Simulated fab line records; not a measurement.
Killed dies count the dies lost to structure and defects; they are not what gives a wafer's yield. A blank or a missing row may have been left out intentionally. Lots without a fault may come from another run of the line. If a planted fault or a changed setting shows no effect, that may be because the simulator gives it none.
Which of the tools did it? / flow sky130 / Sampling: 11 lots, 33 wafers, 5 of 708 route steps

## WHAT THE GAUGES READ, wafer by wafer
SKY_SONOS_TUNNEL_OVL_MEAS_08. Usual: SONOS_TUNNEL_OVL typically reads 0.5 nm, with standard deviation 1.2.
lot=L962; measured=day 10 20:03; on=overlay-01; SONOS_TUNNEL_OVL (nm)=0.5 1.0 0.2; flag=
lot=L964; measured=day 11 19:02; on=overlay-01; SONOS_TUNNEL_OVL (nm)=0.3 -1.6 -0.7; flag=
lot=L965; measured=day 12 06:17; on=overlay-02; SONOS_TUNNEL_OVL (nm)=1.9 2.2 1.5; flag=
lot=L966; measured=day 12 15:08; on=overlay-01; SONOS_TUNNEL_OVL (nm)=2.8 1.2 0.1; flag=
lot=L970; measured=day 13 18:14; on=overlay-02; SONOS_TUNNEL_OVL (nm)=2.0 0.2 -2.1; flag=
lot=L974; measured=day 15 09:31; on=overlay-02; SONOS_TUNNEL_OVL (nm)=-0.9 -1.6 0.4; flag=
lot=L975; measured=day 15 11:24; on=overlay-02; SONOS_TUNNEL_OVL (nm)=-1.0 1.3 -0.9; flag=
lot=L976; measured=day 15 23:14; on=overlay-01; SONOS_TUNNEL_OVL (nm)=1.4 0.2 1.1; flag=
lot=L983; measured=day 18 09:36; on=overlay-01; SONOS_TUNNEL_OVL (nm)=-0.7 -0.6 1.0; flag=
lot=L984; measured=day 18 23:42; on=overlay-02; SONOS_TUNNEL_OVL (nm)=0.3 1.6 1.7; flag=
lot=L985; measured=day 19 01:21; on=overlay-02; SONOS_TUNNEL_OVL (nm)=1.0 1.1 1.5; flag=

SKY_GATE_OXIDE_OVL_MEAS_10. Usual: GATE_OXIDE_OVL typically reads -0.5 nm, with standard deviation 1.4.
lot=L962; measured=day 13 05:56; on=overlay-01; GATE_OXIDE_OVL (nm)=-2.4 -2.4 -2.0; flag=
lot=L964; measured=day 14 07:47; on=overlay-01; GATE_OXIDE_OVL (nm)=2.1 -0.2 1.6; flag=
lot=L965; measured=day 14 20:52; on=overlay-02; GATE_OXIDE_OVL (nm)=-0.1 1.4 0.7; flag=
lot=L966; measured=day 15 04:52; on=overlay-02; GATE_OXIDE_OVL (nm)=-2.9 -2.0 -3.1; flag=
lot=L970; measured=day 16 08:46; on=overlay-01; GATE_OXIDE_OVL (nm)=-2.9 -2.4 -0.7; flag=
lot=L974; measured=day 18 03:22; on=overlay-02; GATE_OXIDE_OVL (nm)=1.1 0.3 1.5; flag=
lot=L975; measured=day 18 07:37; on=overlay-02; GATE_OXIDE_OVL (nm)=-2.3 -2.7 -1.3; flag=
lot=L976; measured=day 18 14:49; on=overlay-01; GATE_OXIDE_OVL (nm)=-0.2 0.1 -1.0; flag=
lot=L983; measured=day 21 08:08; on=overlay-01; GATE_OXIDE_OVL (nm)=1.3 -1.1 -0.3; flag=
lot=L984; measured=day 21 18:47; on=overlay-02; GATE_OXIDE_OVL (nm)=2.7 1.5 1.6; flag=
lot=L985; measured=day 21 23:11; on=overlay-01; GATE_OXIDE_OVL (nm)=0.9 0.9 1.3; flag=

SKY_POLY_GATE_THK_MEAS_01. Usual: POLY_GATE_CVD_00_THK typically reads 179.7 nm, with standard deviation 1.9.
lot=L962; measured=day 13 09:10; on=film-metro-02; POLY_GATE_CVD_00_THK (nm)=177.7 178.2 177.9; flag=
lot=L964; measured=day 14 12:25; on=film-metro-02; POLY_GATE_CVD_00_THK (nm)=182.4 180.3 181.3; flag=
lot=L965; measured=day 15 00:14; on=film-metro-02; POLY_GATE_CVD_00_THK (nm)=180.5 180.5 179.8; flag=
lot=L966; measured=day 15 08:42; on=film-metro-02; POLY_GATE_CVD_00_THK (nm)=179.0 179.9 179.9; flag=
lot=L970; measured=day 16 13:08; on=film-metro-04; POLY_GATE_CVD_00_THK (nm)=176.9 176.7 177.0; flag=
lot=L974; measured=day 18 08:11; on=film-metro-03; POLY_GATE_CVD_00_THK (nm)=125.7 125.8 126.7; flag=OFF
lot=L975; measured=day 18 12:23; on=film-metro-02; POLY_GATE_CVD_00_THK (nm)=122.9 124.3 123.2; flag=OFF
lot=L976; measured=day 18 19:46; on=film-metro-03; POLY_GATE_CVD_00_THK (nm)=126.8 128.6 128.6; flag=OFF
lot=L983; measured=day 21 12:04; on=film-metro-03; POLY_GATE_CVD_00_THK (nm)=179.9 178.4 180.0; flag=
lot=L984; measured=day 21 22:37; on=film-metro-02; POLY_GATE_CVD_00_THK (nm)=181.7 182.1 182.9; flag=
lot=L985; measured=day 22 03:01; on=film-metro-03; POLY_GATE_CVD_00_THK (nm)=179.6 181.1 180.6; flag=

## WHICH TOOL RAN EACH LOT (tool, then ch and the chambers of the sampled wafers, then the start)
lot=L962; SKY_SONOS_ONO_STRIP_17=plasma-asher-02 ch 0,1, day 12 02:52; SKY_POLY_GATE_CVD_00=lpcvd-01 ch 0, day 13 07:57
lot=L964; SKY_SONOS_ONO_STRIP_17=plasma-asher-03 ch 0,1, day 13 02:55; SKY_POLY_GATE_CVD_00=lpcvd-01 ch 0, day 14 11:11
lot=L965; SKY_SONOS_ONO_STRIP_17=plasma-asher-02 ch 0,1, day 13 16:08; SKY_POLY_GATE_CVD_00=lpcvd-01 ch 1, day 14 23:02
lot=L966; SKY_SONOS_ONO_STRIP_17=plasma-asher-03 ch 0,1, day 13 22:32; SKY_POLY_GATE_CVD_00=lpcvd-01 ch 1, day 15 06:53
lot=L970; SKY_SONOS_ONO_STRIP_17=plasma-asher-01 ch 0,1, day 15 03:32; SKY_POLY_GATE_CVD_00=lpcvd-01 ch 0, day 16 11:56
lot=L974; SKY_SONOS_ONO_STRIP_17=plasma-asher-03 ch 1, day 16 19:53; SKY_POLY_GATE_CVD_00=lpcvd-01 ch 1, day 18 06:22
lot=L975; SKY_SONOS_ONO_STRIP_17=plasma-asher-02 ch 0,1, day 16 23:19; SKY_POLY_GATE_CVD_00=lpcvd-01 ch 0, day 18 10:34
lot=L976; SKY_SONOS_ONO_STRIP_17=plasma-asher-03 ch 0,1, day 17 07:22; SKY_POLY_GATE_CVD_00=lpcvd-01 ch 1, day 18 17:58
lot=L983; SKY_SONOS_ONO_STRIP_17=plasma-asher-01 ch 0,1, day 19 23:37; SKY_POLY_GATE_CVD_00=lpcvd-01 ch 1, day 21 10:15
lot=L984; SKY_SONOS_ONO_STRIP_17=plasma-asher-01 ch 0,1, day 20 11:22; SKY_POLY_GATE_CVD_00=lpcvd-01 ch 0, day 21 20:48
lot=L985; SKY_SONOS_ONO_STRIP_17=plasma-asher-03 ch 0,1, day 20 14:46; SKY_POLY_GATE_CVD_00=lpcvd-01 ch 1, day 22 01:12
- SKY_SONOS_ONO_STRIP_17: strips in O2/N2.
- SKY_POLY_GATE_CVD_00: deposits poly-Si, target thk 180 nm, time 720 s.

## WHAT THE TOOLS THEMSELVES READ (means of the sampled wafers that have a number; where no wafer has one, the mark that the record gives instead)
SKY_SONOS_ONO_STRIP_17. Usual: drypump-motor-current-A 5.8 A, standard deviation 0.49; oes-product-au 0.710 a.u., standard deviation 0.0046; strip-time-to-endpoint-s 14.31 s, standard deviation 0.037.
lot=L962; tool=plasma-asher-02; drypump-motor-current-A (A)=5.4; oes-product-au (a.u.)=0.712; strip-time-to-endpoint-s (s)=14.30; flag=
lot=L964; tool=plasma-asher-03; drypump-motor-current-A (A)=6.2; oes-product-au (a.u.)=0.709; strip-time-to-endpoint-s (s)=14.30; flag=
lot=L965; tool=plasma-asher-02; drypump-motor-current-A (A)=5.4; oes-product-au (a.u.)=0.713; strip-time-to-endpoint-s (s)=14.27; flag=
lot=L966; tool=plasma-asher-03; drypump-motor-current-A (A)=6.2; oes-product-au (a.u.)=0.708; strip-time-to-endpoint-s (s)=14.34; flag=
lot=L970; tool=plasma-asher-01; drypump-motor-current-A (A)=5.5; oes-product-au (a.u.)=0.712; strip-time-to-endpoint-s (s)=14.29; flag=
lot=L974; tool=plasma-asher-03; drypump-motor-current-A (A)=6.2; oes-product-au (a.u.)=0.706; strip-time-to-endpoint-s (s)=14.30; flag=
lot=L975; tool=plasma-asher-02; drypump-motor-current-A (A)=5.6; oes-product-au (a.u.)=0.708; strip-time-to-endpoint-s (s)=14.33; flag=
lot=L976; tool=plasma-asher-03; drypump-motor-current-A (A)=6.2; oes-product-au (a.u.)=0.711; strip-time-to-endpoint-s (s)=14.27; flag=
lot=L983; tool=plasma-asher-01; drypump-motor-current-A (A)=5.2; oes-product-au (a.u.)=0.705; strip-time-to-endpoint-s (s)=14.32; flag=
lot=L984; tool=plasma-asher-01; drypump-motor-current-A (A)=5.2; oes-product-au (a.u.)=0.708; strip-time-to-endpoint-s (s)=14.36; flag=
lot=L985; tool=plasma-asher-03; drypump-motor-current-A (A)=6.2; oes-product-au (a.u.)=0.706; strip-time-to-endpoint-s (s)=14.31; flag=

SKY_POLY_GATE_CVD_00. Usual: pressure-mtorr 200.1 mTorr, standard deviation 0.42; zone-power-bottom-pct 13.89 %, standard deviation 0.25.
lot=L962; tool=lpcvd-01; pressure-mtorr (mTorr)=200.0; zone-power-bottom-pct (%)=14.14; flag=
lot=L964; tool=lpcvd-01; pressure-mtorr (mTorr)=200.2; zone-power-bottom-pct (%)=14.09; flag=
lot=L965; tool=lpcvd-01; pressure-mtorr (mTorr)=200.2; zone-power-bottom-pct (%)=13.68; flag=
lot=L966; tool=lpcvd-01; pressure-mtorr (mTorr)=200.2; zone-power-bottom-pct (%)=13.56; flag=
lot=L970; tool=lpcvd-01; pressure-mtorr (mTorr)=200.3; zone-power-bottom-pct (%)=14.18; flag=
lot=L974; tool=lpcvd-01; pressure-mtorr (mTorr)=99.1; zone-power-bottom-pct (%)=13.59; flag=OFF
lot=L975; tool=lpcvd-01; pressure-mtorr (mTorr)=100.1; zone-power-bottom-pct (%)=13.96; flag=OFF
lot=L976; tool=lpcvd-01; pressure-mtorr (mTorr)=100.5; zone-power-bottom-pct (%)=13.61; flag=OFF
lot=L983; tool=lpcvd-01; pressure-mtorr (mTorr)=200.6; zone-power-bottom-pct (%)=13.59; flag=
lot=L984; tool=lpcvd-01; pressure-mtorr (mTorr)=200.7; zone-power-bottom-pct (%)=14.16; flag=
lot=L985; tool=lpcvd-01; pressure-mtorr (mTorr)=200.3; zone-power-bottom-pct (%)=13.67; flag=

## THE ANSWER, worked out from the rows above alone
Rule: a lot counts as off when the mean over its wafers that have a number is more than 3 standard deviations away from the usual mean. Also off: a lot with no number at a reading for which 4 or more lots have one. Any other lot the step has rows for is counted as sound. Order of review: gauges by route order, followed by the tools' own readings, for which a lot's mean as printed above is used. The first step at which some lot is off is used, and at that step the reading that is off furthest; a lot without a number counts as furthest.
Off: at SKY_POLY_GATE_THK_MEAS_01 (POLY_GATE_CVD_00_THK), L974, L975, L976.
If a tool, at a process step before that reading, ran all the lots that are off and no sound lot after the first of them, it fits. Not tried: the gauges at SKY_POLY_GATE_THK_MEAS_01; whatever is off there is also off at SKY_POLY_GATE_CVD_00, on other tools, and gauge error can't account for it. None of those tried fits.

## WHAT WAS PUT IN BY THE SIMULATOR
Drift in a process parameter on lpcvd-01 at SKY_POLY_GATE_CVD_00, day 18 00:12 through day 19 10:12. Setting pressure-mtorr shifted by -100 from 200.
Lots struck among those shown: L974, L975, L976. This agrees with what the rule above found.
